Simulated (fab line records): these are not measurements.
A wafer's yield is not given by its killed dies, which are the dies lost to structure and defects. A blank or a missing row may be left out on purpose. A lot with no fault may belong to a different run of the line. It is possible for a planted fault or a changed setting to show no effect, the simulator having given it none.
fab line records	flow sfq-line
record: lots: 6	wafers: 18	last-day: 88
route steps=325 shown JJ@186 M5@198
lots that met no fault: from a run of the same line without faults
start-h: start of the lot's first displayed wafer, in hours after the record's first day	wait-h: how many hours have passed since the lot's step before this one	" the same as in the row above	L1.1+2: one row covering several wafers at once	- value missing, or start not given	* or withheld: withheld	< > ~ a bound
route shown NAME@n: names a module that has steps shown in the file, with the first one's number in the route	usual: mean/standard deviation of fault-free wafers	same: alike in all rows	chamber/n: place in a boat	sites: per-site readings	_std_site: standard deviation across them	_edge_site: inner sites' mean taken away from outer sites' mean	radius-mm: for every site, how far away it sits from the centre of the wafer	mask NAME#n: copy n	behind: tool/chamber where the wafer was last shaped	hold: reason for holding the lot/hours on hold/outcome of the hold	device: the transistor (n, p or np) that didn't switch	end of line: the route-end tests of the same wafers	for a step that has no rows: nothing shown but its recipe	killed: dies lost to structure and defects at the first sort, not the wafer's yield	map: per-die view of a wafer (x killed, . not killed, _ where there is no die)
set.NAME: the setting that was run; set.NAME@STEP: the one run at that earlier step	model.NAME: the simulator's own value behind a step, which no gauge read
lots seen at some steps along the route; tables by step, rows by wafer
services: when a tool's chamber went out of use (start-h, in hours from the record's first day, below 0 if earlier), for how many hours, and the reason
== steps ==
step: SFQ_TRILAYER_JJ_CE_LITHO_COAT_114
recipe: resist: KrF	spin-rpm: 3000	resist-thk-nm: 600
step: SFQ_TRILAYER_JJ_CE_LITHO_SOFTBAKE_118
recipe: temp-c: withheld	time-s: withheld	resist: KrF
step: SFQ_TRILAYER_JJ_CE_LITHO_EXPOSE_115
recipe: mask-id: J5	na: 0.6	source-shape: conventional	sigma-outer: 0.65	target-cd-nm: 700	dose-mj: 14.4
step: SFQ_TRILAYER_JJ_CE_LITHO_PEB_117
recipe: peb-temp-c: 115	peb-time-s: 60	resist: KrF
step: SFQ_TRILAYER_JJ_CE_LITHO_DEVELOP_116
recipe: time-s: 60	resist: KrF
step: SFQ_JJ_OVL_MEAS_931
usual: J5_OVL: -3/4.8
lot.wafer	tool	chamber	start-h	wait-h	J5_OVL[nm]
L889.2	overlay-01	-	1302.95	0.1	-3
L889.4	"	-	"	"	0
L889.6	"	-	"	"	-2
L899.1	overlay-01	-	1437.39	0.1	-6
L899.2	"	-	"	"	-9
L899.5	"	-	"	"	-7
L908.3	overlay-02	-	1539.64	0.1	-5
L908.4	"	-	"	"	-1
L908.6	"	-	"	"	-11
L909.1	overlay-01	-	1552.75	0.1	-3
L909.4	"	-	"	"	2
L909.5	"	-	"	"	-5
L910.3	overlay-01	-	1556.13	0.1	-7
L910.5	"	-	"	"	-2
L910.6	"	-	"	"	-4
L911.3	overlay-02	-	1775.47	0.1	-10
L911.4	"	-	"	"	-7
L911.6	"	-	"	"	-7
step: SFQ_TRILAYER_JJ_CE_METRO_MEASURE_117
usual: cd-nm: 699.9/1.4
lot.wafer	tool	chamber	start-h	wait-h	cd-nm
L889.2	cd-sem-02	-	1303.18	0.2	701.6
L889.4	"	-	"	"	700.5
L889.6	"	-	"	"	700.1
L899.1	cd-sem-01	-	1437.43	0.0	699.6
L899.2	"	-	"	"	700.4
L899.5	"	-	"	"	700.5
L908.3	cd-sem-02	-	1540.07	0.4	702.4
L908.4	"	-	"	"	704.1
L908.6	"	-	"	"	702.3
L909.1	cd-sem-01	-	1552.78	0.0	702.4
L909.4	"	-	"	"	700.6
L909.5	"	-	"	"	702.3
L910.3	cd-sem-02	-	1556.55	0.4	699.0
L910.5	"	-	"	"	700.0
L910.6	"	-	"	"	699.2
L911.3	cd-sem-01	-	1775.90	0.4	699.7
L911.4	"	-	"	"	699.7
L911.6	"	-	"	"	700.8
step: SFQ_TRILAYER_JJ_CE_BARC_OPEN_RIE_150
recipe: mask-material: PR	chemistry: O2	target-depth-nm: 240	target: BARC	icp-w: 600	bias-w: 80	pressure-mtorr: 10	time-s: 80
usual: drypump-motor-current-A: 5.84/0.26	he-backside-leak-sccm: 3.6/0.36	oes-product-au: 0.538/0.0045
lot.wafer	tool	chamber	start-h	wait-h	drypump-motor-current-A	he-backside-leak-sccm	oes-product-au	rf-hours-counter-h
L889.2	rie-metal-01	0	1304.18	0.8	5.58	3.8	0.535	120
L889.4	"	0	"	"	5.57	3.6	0.541	-
L889.6	"	0	"	"	5.57	3.8	0.533	-
L899.1	rie-metal-01	1	1438.63	1.0	5.62	3.7	0.540	82
L899.2	"	0	"	"	5.60	3.6	0.542	140
L899.5	"	0	"	"	5.60	3.6	0.539	-
L908.3	rie-metal-01	0	1540.90	0.6	5.60	3.7	0.537	-
L908.4	"	1	"	"	5.61	3.6	0.531	-
L908.6	"	0	"	"	5.58	3.7	0.532	-
L909.1	rie-metal-01	0	1553.98	1.0	5.58	3.5	0.541	11
L909.4	"	1	"	"	5.58	3.7	0.538	-
L909.5	"	1	"	"	5.59	4.0	0.534	-
L910.3	rie-metal-03	1	1557.38	0.6	6.01	3.5	0.542	-
L910.5	"	1	"	"	6.02	3.6	0.539	-
L910.6	"	0	"	"	6.47	3.5	0.542	-
L911.3	rie-metal-03	1	1776.73	0.6	6.03	3.6	0.539	-
L911.4	"	0	"	"	6.42	3.3	0.536	-
L911.6	"	0	"	"	6.43	3.6	0.546	-
step: SFQ_TRILAYER_JJ_CE_ETCH_RIE_118
recipe: target: Nb	stop-on: Al2O3	mask-material: PR	taper-deg: 13.257	over-etch-frac: 0.15	time-s: 97.7	chemistry: SF6	target-depth-nm: 170	icp-w: 600	bias-w: 80	pressure-mtorr: 10
usual: drypump-motor-current-A: 5.84/0.26	he-backside-leak-sccm: 3.6/0.32	oes-product-au: 0.988/0.0067
lot.wafer	tool	chamber	start-h	wait-h	drypump-motor-current-A	he-backside-leak-sccm	oes-product-au	rf-hours-counter-h
L889.2	rie-metal-01	0	1304.27	0.1	5.58	3.7	0.988	121
L889.4	"	0	"	"	5.61	3.6	0.989	-
L889.6	"	0	"	"	5.58	3.7	0.994	-
L899.1	rie-metal-01	1	1438.72	0.1	5.57	3.4	0.987	82
L899.2	"	0	"	"	5.58	3.7	0.989	140
L899.5	"	0	"	"	5.59	3.7	0.989	-
L908.3	rie-metal-01	0	1541.00	0.1	5.58	3.5	0.987	-
L908.4	"	1	"	"	5.60	3.7	1.004	-
L908.6	"	0	"	"	5.59	3.5	0.992	-
L909.1	rie-metal-01	0	1554.07	0.1	5.57	3.5	0.986	11
L909.4	"	1	"	"	5.61	3.8	0.982	-
L909.5	"	1	"	"	5.60	3.6	0.996	-
L910.3	rie-metal-03	1	1557.48	0.1	6.04	3.9	0.994	-
L910.5	"	1	"	"	6.04	3.7	0.991	-
L910.6	"	0	"	"	6.43	3.5	0.986	-
L911.3	rie-metal-03	1	1776.82	0.1	6.03	4.0	0.991	-
L911.4	"	0	"	"	6.40	3.7	0.985	-
L911.6	"	0	"	"	6.46	3.8	0.983	-
step: SFQ_TRILAYER_JJ_ANODIZE_ANODIZE_119
recipe: current-density-ma-cm2: withheld	end-current-density-ma-cm2: withheld	bath-temp-c: withheld
step: SFQ_TRILAYER_JJ_CE_STRIP_STRIP_120
recipe: gas: O2	power-w: 200	platen-temp-c: 40	overash-fraction: 0.65	chemistry: O2	pressure-mtorr: 50
usual: drypump-motor-current-A: 5.9/0.3	he-backside-leak-sccm: 3.7/0.34	oes-product-au: 0.998/0.007
lot.wafer	tool	chamber	start-h	wait-h	drypump-motor-current-A	he-backside-leak-sccm	oes-product-au	rf-hours-counter-h
L889.2	rie-metal-01	0	1304.87	0.0	5.6	3.7	1.003	121
L889.4	"	1	"	"	5.6	3.9	1.008	-
L889.6	"	0	"	"	5.6	3.6	1.006	-
L899.1	rie-metal-01	0	1439.33	0.0	5.6	3.6	1.001	140
L899.2	"	1	"	"	5.6	3.7	0.997	83
L899.5	"	0	"	"	5.6	3.7	0.999	-
L908.3	rie-metal-01	0	1542.27	0.2	5.6	6.3	0.981	-
L908.4	"	1	"	"	5.6	3.7	0.997	-
L908.6	"	1	"	"	5.6	3.9	0.994	-
L909.1	rie-metal-03	1	1554.68	0.0	6.0	3.9	1.002	78
L909.4	"	0	"	"	6.4	3.4	0.991	-
L909.5	"	0	"	"	6.4	3.4	0.999	-
L910.3	rie-metal-01	0	1558.25	0.2	5.6	3.5	0.997	-
L910.5	"	0	"	"	5.6	3.5	1.005	-
L910.6	"	1	"	"	5.6	3.6	1.004	-
L911.3	rie-metal-04	0	1777.59	0.2	5.8	3.4	1.018	-
L911.4	"	1	"	"	5.9	3.2	1.003	-
L911.6	"	0	"	"	5.8	3.4	1.017	-
step: SFQ_TRILAYER_JJ_CE_STRIP_SOLV_CLEAN_121
recipe: chemistry: NMP	temp-c: 70	time-s: 600
step: SFQ_TRILAYER_M5_LITHO_COAT_128
recipe: resist: BARC	spin-rpm: 3000	resist-thk-nm: 62
lot.wafer	tool	chamber	start-h	wait-h	model.BARC_of_TRILAYER_M5_LITHO_COAT_128.thk-nm
L889.2	litho-track-02	0	1305.70	0.1	61.87
L889.4	"	0	"	"	62.17
L889.6	"	0	"	"	61.9
L899.1	litho-track-02	0	1440.10	0.0	61.83
L899.2	"	0	"	"	61.94
L899.5	"	0	"	"	61.65
L908.3	litho-track-01	0	1542.94	0.1	61.86
L908.4	"	0	"	"	61.8
L908.6	"	0	"	"	61.01
L909.1	litho-track-03	0	1555.46	0.0	61.87
L909.4	"	0	"	"	61.84
L909.5	"	0	"	"	61.97
L910.3	litho-track-01	0	1558.92	0.1	61.88
L910.5	"	0	"	"	61.72
L910.6	"	0	"	"	60.93
L911.3	litho-track-01	0	1778.27	0.1	61.97
L911.4	"	0	"	"	62.05
L911.6	"	0	"	"	61.92
step: SFQ_TRILAYER_M5_LITHO_COAT_123
recipe: resist: KrF	spin-rpm: 3000	resist-thk-nm: 600
step: SFQ_TRILAYER_M5_LITHO_SOFTBAKE_127
recipe: temp-c: withheld	time-s: withheld	resist: KrF
step: SFQ_TRILAYER_M5_LITHO_EXPOSE_124
recipe: mask-id: M5	na: 0.6	source-shape: conventional	sigma-outer: 0.65	target-cd-nm: 700	dose-mj: 14.4
step: SFQ_TRILAYER_M5_LITHO_PEB_126
recipe: peb-temp-c: 115	peb-time-s: 60	resist: KrF
step: SFQ_TRILAYER_M5_LITHO_DEVELOP_125
recipe: time-s: 60	resist: KrF
step: SFQ_M5_OVL_MEAS_932
usual: M5_OVL: 2/4.7
lot.wafer	tool	chamber	start-h	wait-h	M5_OVL[nm]
L889.2	overlay-01	-	1411.00	0.1	-2
L889.4	"	-	"	"	-3
L889.6	"	-	"	"	-4
L899.1	overlay-02	-	1561.12	0.1	-8
L899.2	"	-	"	"	-10
L899.5	"	-	"	"	-9
L908.3	overlay-01	-	1665.65	0.1	5
L908.4	"	-	"	"	1
L908.6	"	-	"	"	5
L909.1	overlay-02	-	1677.64	0.1	3
L909.4	"	-	"	"	-1
L909.5	"	-	"	"	3
L910.3	overlay-02	-	1678.98	0.1	3
L910.5	"	-	"	"	4
L910.6	"	-	"	"	2
L911.3	overlay-02	-	1781.34	0.1	3
L911.4	"	-	"	"	9
L911.6	"	-	"	"	5
step: SFQ_TRILAYER_M5_BARC_OPEN_METAL_ETCH_161
recipe: mask-material: PR	chemistry: O2	target-depth-nm: 125	target: BARC	icp-w: 600	bias-w: 80	pressure-mtorr: 10	time-s: 41.7
usual: drypump-motor-current-A: 6.0/0.34	he-backside-leak-sccm: 3.6/0.43	oes-product-au: 0.685/0.0049
lot.wafer	tool	chamber	start-h	wait-h	drypump-motor-current-A	he-backside-leak-sccm	oes-product-au	rf-hours-counter-h	model.etch.depth-nm
L889.2	rie-metal-04	1	1411.03	0.0	5.9	3.2	0.684	76	61.87
L889.4	"	0	"	"	5.8	3.3	0.684	-	62.17
L889.6	"	1	"	"	5.9	3.4	0.683	-	61.9
L899.1	rie-metal-02	0	1561.15	0.0	5.7	3.7	0.675	110	61.83
L899.2	"	1	"	"	5.4	3.5	0.686	32	61.94
L899.5	"	0	"	"	5.7	3.9	0.680	-	61.65
L908.3	rie-metal-02	1	1665.70	0.0	5.4	3.5	0.683	-	61.86
L908.4	"	0	"	"	5.7	3.3	0.688	-	61.8
L908.6	"	0	"	"	5.7	3.7	0.673	-	61.01
L909.1	rie-metal-03	0	1677.68	0.0	6.4	3.7	0.687	20	61.87
L909.4	"	1	"	"	6.0	3.9	0.688	-	61.84
L909.5	"	1	"	"	6.0	3.7	0.685	-	61.97
L910.3	rie-metal-04	0	1679.04	0.1	5.8	3.1	0.682	-	61.88
L910.5	"	0	"	"	5.8	3.7	0.684	-	61.72
L910.6	"	0	"	"	5.8	3.6	0.684	-	60.93
L911.3	rie-metal-03	0	1781.38	0.0	6.5	3.7	0.689	-	61.97
L911.4	"	1	"	"	6.0	3.8	0.687	-	62.05
L911.6	"	0	"	"	6.4	3.5	0.689	-	61.92
step: SFQ_TRILAYER_M5_ETCH_METAL_ETCH_126
recipe: target: Nb	stop-on: SiO2	mask-material: PR	over-etch-frac: 0.15	time-s: 203.2	chemistry: Cl2/BCl3	target-depth-nm: 265	icp-w: 600	bias-w: 80	pressure-mtorr: 10
usual: drypump-motor-current-A: 6.0/0.35	he-backside-leak-sccm: 3.57/0.24	oes-product-au: 0.731/0.0055
lot.wafer	tool	chamber	start-h	wait-h	drypump-motor-current-A	he-backside-leak-sccm	oes-product-au	rf-hours-counter-h
L889.2	rie-metal-04	1	1411.09	0.0	5.9	3.38	0.734	76
L889.4	"	0	"	"	5.8	3.71	0.733	-
L889.6	"	1	"	"	5.9	3.31	0.729	-
L899.1	rie-metal-02	0	1561.21	0.0	5.7	3.64	0.730	110
L899.2	"	1	"	"	5.4	3.48	0.732	32
L899.5	"	0	"	"	5.7	3.75	0.720	-
L908.3	rie-metal-02	1	1665.80	0.1	5.4	3.55	0.736	-
L908.4	"	0	"	"	5.7	3.61	0.732	-
L908.6	"	0	"	"	5.8	3.61	0.733	-
L909.1	rie-metal-03	0	1677.74	0.0	6.5	3.16	0.725	20
L909.4	"	1	"	"	6.0	3.79	0.726	-
L909.5	"	1	"	"	6.0	3.71	0.728	-
L910.3	rie-metal-04	0	1679.25	0.2	5.8	3.40	0.733	-
L910.5	"	0	"	"	5.8	3.35	0.727	-
L910.6	"	0	"	"	5.8	3.39	0.725	-
L911.3	rie-metal-03	0	1781.49	0.1	6.5	3.76	0.735	-
L911.4	"	1	"	"	6.0	4.10	0.738	-
L911.6	"	0	"	"	6.4	3.81	0.727	-
== services ==
tool	chamber	start-h	hours	kind
cd-sem-02	-	1320.28	0.2	pm
cd-sem-02	-	1338.26	58.8	repair
rie-metal-03	-	1343.90	2.8	pm
rie-metal-01	-	1348.45	2.8	pm
rie-metal-04	-	1391.62	0.8	repair
rie-metal-03	1	1395.10	15.7	repair
rie-metal-01	-	1396.64	14.6	pm
cd-sem-02	-	1397.09	0.7	pm
cd-sem-01	-	1397.80	0.6	pm
rie-metal-02	0	1404.21	4.0	repair
rie-metal-02	-	1415.92	28.1	pm
cd-sem-01	-	1421.45	0.8	pm
cd-sem-01	-	1423.62	0.5	pm
cd-sem-02	-	1429.03	0.3	pm
rie-metal-03	-	1433.80	28.1	pm
rie-metal-02	-	1529.40	0.8	repair
rie-metal-03	1	1563.29	23.9	repair
rie-metal-01	-	1608.60	0.2	repair
rie-metal-03	-	1615.64	0.7	repair
rie-metal-02	-	1632.35	2.8	pm
rie-metal-04	0	1660.49	6.5	repair
rie-metal-04	1	1662.43	19.2	repair
rie-metal-02	1	1674.84	10.0	repair
rie-metal-04	-	1695.41	1.2	repair
== key ==
first-sign none at tools or gauges
model-effect: step: SFQ_TRILAYER_M5_LITHO_COAT_128	value: BARC_of_TRILAYER_M5_LITHO_COAT_128.thk-nm	without: 61.78	struck: 60.97
model-effect: step: SFQ_TRILAYER_M5_BARC_OPEN_METAL_ETCH_161	value: etch.depth-nm	without: 61.78	struck: 60.97
met-at SFQ_TRILAYER_M5_LITHO_COAT_128
struck-wafers L908.6,L910.6
fault: kind: process-parameter-drift	tool: litho-track-01	chamber: -	onset-h: 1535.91	steps: SFQ_TRILAYER_M5_LITHO_COAT_128	channel: resist-thk-nm	offset: -0.81287	shape: step	end-h: 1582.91	scope: struck-wafers-only	acts-in: these-recipes-only	stated: 62
